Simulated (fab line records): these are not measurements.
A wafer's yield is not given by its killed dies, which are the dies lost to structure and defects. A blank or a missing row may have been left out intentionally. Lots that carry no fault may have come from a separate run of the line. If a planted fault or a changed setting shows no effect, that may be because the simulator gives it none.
Which tool did it? || flow gf180mcu || 10 lots, 30 wafers sampled, at 4 steps of a route of 602

WHAT THE GAUGES SHOWED, per wafer
GF_MIM_RS_MEAS_10: the measuring method here is four-point-probe.
{"lot": "L477", "measured": "day 24 18:22", "on": "filmMetro-03", "MIM_ALCU_RS (ohm/sq)": "0.1600 0.1592 0.1585"}
{"lot": "L480", "measured": "day 25 15:25", "on": "filmMetro-03", "MIM_ALCU_RS (ohm/sq)": "0.1579 0.1600 0.1580"}
{"lot": "L483", "measured": "day 26 13:48", "on": "filmMetro-01", "MIM_ALCU_RS (ohm/sq)": "0.1619 0.1597 0.1625"}
{"lot": "L484", "measured": "day 27 03:00", "on": "filmMetro-02", "MIM_ALCU_RS (ohm/sq)": "0.1595 0.1594 0.1612"}
{"lot": "L490", "measured": "day 29 03:20", "on": "filmMetro-01", "MIM_ALCU_RS (ohm/sq)": "0.1565 0.1611 0.1578"}
{"lot": "L491", "measured": "day 29 10:22", "on": "filmMetro-01", "MIM_ALCU_RS (ohm/sq)": "0.1938 0.1907 0.1904"}
{"lot": "L492", "measured": "day 29 15:38", "on": "filmMetro-02", "MIM_ALCU_RS (ohm/sq)": "0.1600 0.1601 0.1602"}
{"lot": "L493", "measured": "day 29 18:30", "on": "filmMetro-03", "MIM_ALCU_RS (ohm/sq)": "0.1907 0.1893 0.1866"}
{"lot": "L499", "measured": "day 31 08:27", "on": "filmMetro-01", "MIM_ALCU_RS (ohm/sq)": "0.1627 0.1621 0.1596"}
{"lot": "L500", "measured": "day 31 10:31", "on": "filmMetro-01", "MIM_ALCU_RS (ohm/sq)": "0.1649 0.1649 0.1627"}

EACH LOT AND THE TOOL THAT RAN IT (in order: tool; ch and the chambers of the sampled wafers; start)
{"lot": "L477", "GF_V2_STRIP_18": "plasmaAsher-03 ch 0,1, day 20 13:00", "GF_V3_CVD_02": "pecvd-04 ch 0,1, day 21 15:36", "GF_MIM_SPUTTER_08": "pvdSputter-04, day 24 18:18"}
{"lot": "L480", "GF_V2_STRIP_18": "plasmaAsher-01 ch 0,1, day 21 10:33", "GF_V3_CVD_02": "pecvd-02 ch 0,1, day 22 12:53", "GF_MIM_SPUTTER_08": "pvdSputter-04, day 25 15:21"}
{"lot": "L483", "GF_V2_STRIP_18": "plasmaAsher-04 ch 0,1, day 22 14:37", "GF_V3_CVD_02": "pecvd-03 ch 0,2, day 23 15:30", "GF_MIM_SPUTTER_08": "pvdSputter-03, day 26 13:43"}
{"lot": "L484", "GF_V2_STRIP_18": "plasmaAsher-04 ch 0, day 23 03:16", "GF_V3_CVD_02": "pecvd-03 ch 0,1,2, day 24 04:33", "GF_MIM_SPUTTER_08": "pvdSputter-04, day 27 02:55"}
{"lot": "L490", "GF_V2_STRIP_18": "plasmaAsher-04 ch 0,1, day 25 08:41", "GF_V3_CVD_02": "pecvd-04 ch 1,2, day 26 08:50", "GF_MIM_SPUTTER_08": "pvdSputter-03, day 29 03:16"}
{"lot": "L491", "GF_V2_STRIP_18": "plasmaAsher-03 ch 0,1, day 25 17:28", "GF_V3_CVD_02": "pecvd-02 ch 0,1, day 26 17:13", "GF_MIM_SPUTTER_08": "pvdSputter-04, day 29 10:18"}
{"lot": "L492", "GF_V2_STRIP_18": "plasmaAsher-03 ch 0,1, day 26 01:04", "GF_V3_CVD_02": "pecvd-03 ch 0,1,2, day 27 00:02", "GF_MIM_SPUTTER_08": "pvdSputter-01, day 29 15:33"}
{"lot": "L493", "GF_V2_STRIP_18": "plasmaAsher-04 ch 0,1, day 26 02:20", "GF_V3_CVD_02": "pecvd-02 ch 0,2, day 27 01:45", "GF_MIM_SPUTTER_08": "pvdSputter-04, day 29 18:26"}
{"lot": "L499", "GF_V2_STRIP_18": "plasmaAsher-04 ch 0,1, day 27 21:04", "GF_V3_CVD_02": "pecvd-04 ch 0,1, day 28 18:29", "GF_MIM_SPUTTER_08": "pvdSputter-03, day 31 08:23"}
{"lot": "L500", "GF_V2_STRIP_18": "plasmaAsher-01 ch 0,1, day 28 00:01", "GF_V3_CVD_02": "pecvd-02 ch 0,2, day 28 21:33", "GF_MIM_SPUTTER_08": "pvdSputter-01, day 31 10:27"}
- GF_V2_STRIP_18: strips in O2/N2.
- GF_V3_CVD_02: deposits SiO2 from TEOS, target thk 850 nm, time 94.851 s.
- GF_MIM_SPUTTER_08: material AlCu, target thk 200 nm, time 10.6 s.

THE ANSWER, worked out from the rows above alone
Rule: the usual values come from the lots themselves. Put in order of their means at a reading, lots are off if they are a third of the lots or fewer, leave a main group of 4 or more, and stand apart from it by a gap of 3 or more times the standard deviation of the main group's means; of several such gaps the widest counts. If all means in a main group match to the digits the tables above print for the reading, that group is not used. A lot without any number at a reading at which 4 lots or more have one is off too. Where the step has rows for the other lots, those lots are counted as sound.
Off: L491, L493, seen at GF_MIM_RS_MEAS_10 (MIM_ALCU_RS). Mean 0.1604 ohm/sq and standard deviation 0.0018 in the main group.
A tool fits if, at a process step before that reading, it ran every lot that is off, and no sound lot after the first of them. The gauges at GF_MIM_RS_MEAS_10 are tried like those tools. One candidate fits, namely pvdSputter-04 at GF_MIM_SPUTTER_08. A fault onset in the window from L484 (day 27 02:55, its last sound lot) to L491 (day 29 10:18, its first lot off) fits.

WHAT THE SIMULATOR HAD INSERTED
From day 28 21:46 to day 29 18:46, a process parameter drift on pvdSputter-04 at GF_MIM_SPUTTER_08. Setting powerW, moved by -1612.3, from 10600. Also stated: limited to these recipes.
Struck lots among those shown: L491, L493. The rule above found the same.
